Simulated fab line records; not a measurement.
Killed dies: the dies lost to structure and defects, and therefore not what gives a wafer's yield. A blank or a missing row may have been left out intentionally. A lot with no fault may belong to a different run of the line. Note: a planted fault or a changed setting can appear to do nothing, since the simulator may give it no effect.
A struck lot beside a sound one | flow gf180mcu | 14 steps out of a route of 602
Sound: wafers L309.1, L309.4, L309.5. Wafers struck: L324.3, L324.5, L324.6. At the end, the cause is stated.
Per side, at each step with rows, come the tool, then ch with its chambers, and then its first start. Under that, the readings that differ: sound wafers | struck wafers | difference of the means | sigmas: that difference in standard deviations of wafers without a fault.
alike: readings whose means differ by less than 2 such deviations, and words and numbers that are the same on both sides. not compared: withheld readings, readings that some wafer has no value for, bounds like >300 that may hide the same value, and numbers for which the record gives no deviation and whose values overlap.
The two part at a step that has a row with sigmas, a row that says differs or no value, or rows on one side only. Numbers that have no deviation but don't overlap get no sigmas and don't part them. Lack of a reading on every wafer of one side parts them only where that side has two or more wafers.

GF_HV_LDD_CD_MEAS_31: target cd 400 nm.
  struck on cdSem-02, day 17 17:45; sound on cdSem-02, day 12 19:43
  alike: cdNm
GF_HV_LDD_OVL_MEAS_32:
  struck on overlay-01, day 17 17:50; sound on overlay-02, day 12 19:50
  alike: HV_LDD_02_OVL
then, 4 steps without rows for these wafers: GF_HV_LDD_IMPLANT_33; GF_HV_LDD_IMPLANT_34; GF_HV_LDD_IMPLANT_35; GF_HV_LDD_IMPLANT_36.
GF_HV_LDD_STRIP_37: strips in O2/N2.
  sound on plasmaAsher-01 ch 0,1, day 12 20:28; struck on plasmaAsher-04 ch 0,1, day 17 18:30
  alike: drypumpMotorCurrentA, heaterPowerW, oesProductAu, stripTimeToEndpointS
  not compared: rfHoursCounterH
GF_HV_LDD_TW_MEAS_38:
  struck on filmMetro-02, day 17 18:35; sound on filmMetro-01, day 12 20:34
  alike: HV_LDD_3_TW
then, 4 steps without rows for these wafers: GF_HV_LDD_DEHYDRATE_39 (time 60 s); GF_HV_LDD_HMDS_40 (prime time 60 s); GF_HV_LDD_COAT_41 (resist thk 1000 nm); GF_HV_LDD_SOFTBAKE_42 (time 60 s).
GF_HV_LDD_EXPOSE_43: exposes mask Pplus HV AREA, target cd 400 nm.
  struck on ilineStepper-01, day 18 06:06; sound on ilineStepper-02 ch 0, day 13 06:22
  no value came back on the struck wafers for exposureDoseMJCm2, focusOffsetNm (nm); on the sound wafers exposureDoseMJCm2 reads 140.16 140.05 139.97
reading                      | sound             | struck                     | difference | sigmas
model.HV_LDD.overlayXNm (nm) | 1.132 1.132 1.132 | -0.06319 -0.06319 -0.06319 | -1.19519   | 
  alike: mask
following that, these wafers have no rows for 1 step: GF_HV_LDD_PEB_44.

== WHERE THEY PART ==
Only at GF_HV_LDD_EXPOSE_43, as far as this record shows.

WHY: what the simulator had put in
Whole step skipped at GF_HV_LDD_EXPOSE_43 on ilineStepper-01, starting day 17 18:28. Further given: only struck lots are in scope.
